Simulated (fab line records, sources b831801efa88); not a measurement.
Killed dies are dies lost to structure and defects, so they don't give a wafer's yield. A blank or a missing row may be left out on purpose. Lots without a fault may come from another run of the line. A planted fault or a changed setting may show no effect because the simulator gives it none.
A struck lot beside a sound one | flow sky130 | 15 steps out of a route of 708
Sound: wafers L771.1, L771.4, L771.6. Struck: wafers L780.1, L780.3, L780.5. The cause comes at the end.
At each step with rows: each side's tool, then ch and its chambers, then its first start. Under that, the readings that differ: sound wafers | struck wafers | difference of the means | sigmas: that difference in standard deviations of wafers without a fault.
alike: readings whose means differ by less than 2 such deviations, and words and numbers that are the same on both sides. not compared: withheld readings, readings that some wafer has no value for, bounds like >300 that may hide the same value, and numbers for which the record gives no deviation and whose values overlap.
The two part at a step that has a row with sigmas, a row that says differs or no value, or rows on one side only. Numbers that don't overlap but have no deviation are shown without sigmas and don't part them. A reading that every wafer of one side lacks parts them only if that side has two wafers or more.

first, 2 steps without rows for these wafers: SKY_DNWELL_DEVELOP_06 (develop time 60 s); SKY_DNWELL_IMPLANT_07.
SKY_DNWELL_STRIP_08: strips in O2/N2.
  sound on plasma_asher-04 ch 1, day 3 03:34; struck on plasma_asher-02 ch 1, day 5 11:19
  alike: chamber_pressure_mTorr, drypump_motor_current_A, oes_product_au, strip_time_to_endpoint_s
  not compared: rf_hours_counter_h
SKY_DNWELL_TW_MEAS_09:
  sound on film_metro-02, day 3 03:40; struck on film_metro-04, day 5 11:25
  alike: DNWELL_TW
then, 7 steps without rows for these wafers: SKY_PWDE_DEHYDRATE_00 (time 60 s); SKY_PWDE_HMDS_01 (prime time 60 s); SKY_PWDE_COAT_02 (resist thk 3000 nm); SKY_PWDE_SOFTBAKE_03; SKY_PWDE_EXPOSE_04 (exposes mask PWDEM, target cd 840 nm); SKY_PWDE_PEB_05; SKY_PWDE_DEVELOP_06 (develop time 60 s).
SKY_PWDE_OVL_MEAS_07:
  sound on overlay-02, day 3 19:01; struck on overlay-01, day 6 04:14
  alike: PWDE_OVL
SKY_PWDE_IMPLANT_08:
  sound on implanter-01 ch 0, day 3 19:02; struck on implanter-04 ch 0, day 6 04:16
  reading                   | sound                | struck               | difference | sigmas
  beam_energy_keV           | 149.95 149.94 150.02 | 159.07 159.12 159.01 | +9.10      | +99 or more
  model.implant.rp_nm (nm)  | 438.1 438.1 438.1    | 465.1 465.1 465.1    | +27.0      |
  model.implant.drp_nm (nm) | 97.97 97.97 97.97    | 100.4 100.4 100.4    | +2.4       |
SKY_PWDE_STRIP_09: strips in O2/N2.
  sound on plasma_asher-03 ch 0, day 3 19:11; struck on plasma_asher-03 ch 0,1, day 6 04:25
  reading                      | sound             | struck            | difference | sigmas
  strip_time_to_endpoint_s (s) | 36.75 36.73 36.72 | 36.89 36.94 36.98 | +0.20      | +2
  alike: chamber_pressure_mTorr, drypump_motor_current_A, oes_product_au
  not compared: rf_hours_counter_h
-- the record jumps here: 42 days lie between the struck wafers' starts before and after (it left off in module PWDE and takes up again in module PAD_OPEN, whose first step shown is number 708 of the route) --
SKY_PAD_OPEN_PROBE_99:
  sound on prober-02, day 45 15:37; struck on prober-01, day 48 05:52
  reading                                 | sound                        | struck              | difference | sigmas
  model.etest.res_p_drift_20v.line_ohm_um | 1.116e+04 1.141e+04 1.12e+04 | 9545 9922 1.012e+04 | -1394      |
  model.etest.res_p_drift_20v.rs_ohm_sq   | 9303 9445 9350               | 7963 8263 8167      | -1235      |
  alike: killed_at_M0_to_M3, killed_at_M4_up, killed_at_contacts, killed_at_front_end, killed_at_other, killed_dies, killed_open, killed_short

WHERE THEY PART
First at SKY_PWDE_IMPLANT_08; last, within this record, at SKY_PWDE_STRIP_09. Later steps at which nothing parts them and some readings are alike: SKY_PAD_OPEN_PROBE_99.

WHY: what the simulator had put in
Process parameter drift: implanter-04, from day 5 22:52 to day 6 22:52, at SKY_PWDE_IMPLANT_08. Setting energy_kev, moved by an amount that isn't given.
